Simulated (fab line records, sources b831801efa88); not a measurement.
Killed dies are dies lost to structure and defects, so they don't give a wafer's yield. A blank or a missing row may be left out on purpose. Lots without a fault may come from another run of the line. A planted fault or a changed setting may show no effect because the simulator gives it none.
Which tool did it? | flow gf180mcu | 11 lots, 33 wafers sampled, at 2 steps of a route of 602

WHAT THE GAUGES READ, wafer by wafer
GF_V3_RS_MEAS_24: measures by four-point-probe.
lot  | measured     | on            | V3_W_RS (ohm/sq)
L331 | day 22 07:07 | film_metro-01 | 0.3305 0.3278 0.3264
L332 | day 22 19:08 | film_metro-01 | 0.3265 0.3260 0.3279
L333 | day 23 17:01 | film_metro-02 | 0.3304 0.3233 0.3323
L335 | day 24 09:14 | film_metro-02 | 0.2514 0.3287 0.3290
L337 | day 24 13:07 | film_metro-04 | 0.2528 0.3329 0.3317
L345 | day 27 08:24 | film_metro-04 | 0.3275 0.3269 0.3276
L349 | day 28 20:09 | film_metro-04 | 0.3301 0.3274 0.3281
L351 | day 29 04:09 | film_metro-01 | 0.3303 0.3256 0.3268
L352 | day 29 06:30 | film_metro-01 | 0.3224 0.3221 0.3251
L353 | day 29 06:50 | film_metro-02 | 0.3312 0.3298 0.3280
L354 | day 30 00:22 | film_metro-02 | 0.3331 0.3323 0.3340

WHICH TOOL RAN EACH LOT (tool, then ch and the chambers of the sampled wafers, then the start)
lot  | GF_V3_CVD_23
L331 | cvd_w-01 ch 0,1, day 22 06:58
L332 | cvd_w-01 ch 0,1, day 22 19:01
L333 | cvd_w-01 ch 0,1, day 23 16:55
L335 | cvd_w-01 ch 0,1, day 24 09:08
L337 | cvd_w-01 ch 0,1, day 24 13:01
L345 | cvd_w-02 ch 1, day 27 08:17
L349 | cvd_w-02 ch 0,1, day 28 20:02
L351 | cvd_w-01 ch 0, day 29 04:01
L352 | cvd_w-01 ch 0, day 29 06:22
L353 | cvd_w-02 ch 0,1, day 29 06:43
L354 | cvd_w-01 ch 0,1, day 30 00:14
- GF_V3_CVD_23: deposits W, target thk 350 nm, time 104.9 s.

THE ANSWER, worked out from the rows above alone
Rule: what is usual is taken from the lots themselves. Put in order of their means at a reading, lots are off if they are a third of the lots or fewer, leave a main group of 4 or more, and stand apart from it by a gap of 3 or more times the standard deviation of the main group's means; of several such gaps the widest counts. A main group whose means are all the same, to the digits that the tables above print for the reading, isn't used. A lot without any number at a reading at which 4 lots or more have one is off too. The other lots that the step has rows for count as sound.
Off: L335, L337, at GF_V3_RS_MEAS_24 (V3_W_RS). The main group: mean 0.3281 ohm/sq, standard deviation 0.0025.
A tool fits if, at a process step before that reading, it ran every lot that is off, and no sound lot after the first of them. The gauges at GF_V3_RS_MEAS_24 are tried like those tools. None of those tried fits.

WHAT THE SIMULATOR HAD PUT IN
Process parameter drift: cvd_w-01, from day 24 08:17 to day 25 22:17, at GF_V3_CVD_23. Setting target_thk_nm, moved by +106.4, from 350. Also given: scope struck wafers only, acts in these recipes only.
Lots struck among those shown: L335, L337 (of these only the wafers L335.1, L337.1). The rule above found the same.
